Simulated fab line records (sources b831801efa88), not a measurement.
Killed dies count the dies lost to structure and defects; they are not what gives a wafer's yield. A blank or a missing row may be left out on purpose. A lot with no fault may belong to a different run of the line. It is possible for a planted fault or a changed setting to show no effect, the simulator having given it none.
A single fault, viewed from 2 desks || flow sky130 || every desk sees just its own numbers, and what lay behind them comes last

## AT THE METROLOGY DESK
What the gauges read for every lot (on any tool): the sampled wafers with a number, averaged. Any lot whose mean is over 4 standard deviations away from the usual mean is out of limits and marked OUT; that distance is given in the brackets.
Columns: A = FIELD_ISO_OXIDATION_00_THK at SKY_FIELD_ISO_THK_MEAS_02, usual 11.61 nm; B = NWELL_OXIDATION_THK at SKY_NWELL_THK_MEAS_02, usual 10.01 nm; C = PWDE_TW at SKY_PWDE_TW_MEAS_10, usual 369
{"lot": "L372", "first seen here": "day 1 16:39", "A": 11.46, "B": 9.90, "C": 379}
{"lot": "L373", "first seen here": "day 1 23:41", "A": 11.70, "B": 10.13, "C": 367}
{"lot": "L377", "first seen here": "day 2 12:41", "A": 11.35, "B": 10.06, "C": 366}
{"lot": "L378", "first seen here": "day 2 17:38", "A": 11.61, "B": 10.11, "C": 378}
{"lot": "L384", "first seen here": "day 3 23:38", "A": 11.46, "B": "7.61 (-13) OUT", "C": 378}
{"lot": "L385", "first seen here": "day 4 05:44", "A": 11.57, "B": "7.44 (-14) OUT", "C": 367}
{"lot": "L388", "first seen here": "day 4 19:39", "A": 11.57, "B": 10.38, "C": 381}
{"lot": "L389", "first seen here": "day 5 00:39", "A": 11.41, "B": 9.81, "C": 380}
{"lot": "L390", "first seen here": "day 5 05:38", "A": 11.53, "B": 10.03, "C": 366}
{"lot": "L391", "first seen here": "day 5 10:39", "A": 11.85, "B": 10.11, "C": 365}
{"lot": "L395", "first seen here": "day 6 06:38", "A": 12.06, "B": 9.81, "C": 367}
This desk finds L384, L385 out of limits, with the earliest case on L384 at day 5 01:02 (NWELL_OXIDATION_THK at SKY_NWELL_THK_MEAS_02). Within limits: L372, L373, L377, L378, L388, L389, L390, L391, L395.

## THE TOOL OWNER'S DESK: furnace-02
The tool's own readings at SKY_NWELL_OXIDATION_01 (stabilise 600 s, purge 300 s, target thk 10 nm): means of the sampled wafers that have a number, for each lot that ran on this tool. Any lot whose mean is over 4 standard deviations away from the usual mean is out of limits and marked OUT; that distance is given in the brackets.
Columns: A = spike-tc-bottom-C at SKY_NWELL_OXIDATION_01, usual 921 C; B = spike-tc-centre-C at SKY_NWELL_OXIDATION_01, usual 899.8 C; C = spike-tc-lower-C at SKY_NWELL_OXIDATION_01, usual 899.6 C; D = spike-tc-top-C at SKY_NWELL_OXIDATION_01, usual 911.9 C; E = spike-tc-upper-C at SKY_NWELL_OXIDATION_01, usual 901.6 C; F = tube-center-temp-C at SKY_NWELL_OXIDATION_01, usual 899.99 C; G = tube_center_temp_C_max at SKY_NWELL_OXIDATION_01, usual 902.3
{"lot": "L372", "first seen here": "day 2 12:59", "A": 916, "B": 900.7, "C": 900.2, "D": 912.8, "E": 901.1, "F": 899.99, "G": 902.7}
{"lot": "L373", "first seen here": "day 3 00:05", "A": 917, "B": 899.9, "C": 899.7, "D": 912.4, "E": 900.4, "F": 899.99, "G": 902.4}
{"lot": "L378", "first seen here": "day 3 15:49", "A": 917, "B": 901.1, "C": 900.0, "D": 911.7, "E": 901.0, "F": 900.05, "G": 902.5}
{"lot": "L384", "first seen here": "day 4 23:38", "A": "893 (-7.4) OUT", "B": "876.0 (-24) OUT", "C": "876.6 (-21) OUT", "D": "888.8 (-21) OUT", "E": "877.9 (-22) OUT", "F": "876.44 (-99 or more) OUT", "G": "878.8 (-62) OUT"}
{"lot": "L385", "first seen here": "day 5 04:49", "A": "893 (-7.4) OUT", "B": "876.9 (-23) OUT", "C": "877.4 (-20) OUT", "D": "889.8 (-20) OUT", "E": "877.9 (-22) OUT", "F": "876.55 (-99 or more) OUT", "G": "879.2 (-61) OUT"}
This desk's finding: out of limits on L384, L385; first on L384, day 4 23:38 (spike-tc-bottom-C at SKY_NWELL_OXIDATION_01). Within limits: L372, L373, L378.

## PUT TOGETHER
An alarm could have come from the tool owner's desk at day 4 23:38, on L384, L385.
An alarm was possible from the metrology desk at day 5 01:02, on L384, L385.
SKY_NWELL_OXIDATION_01 was run on furnace-02 by each of the lots named.

## WHAT THE SIMULATOR PUT IN
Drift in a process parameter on furnace-02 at SKY_NWELL_OXIDATION_01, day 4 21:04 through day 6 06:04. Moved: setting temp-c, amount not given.
Shown lots that were struck: L384, L385.
Time in hours from fault onset to the first out-of-limits reading at each desk: tool owner's desk 3, metrology desk 4.
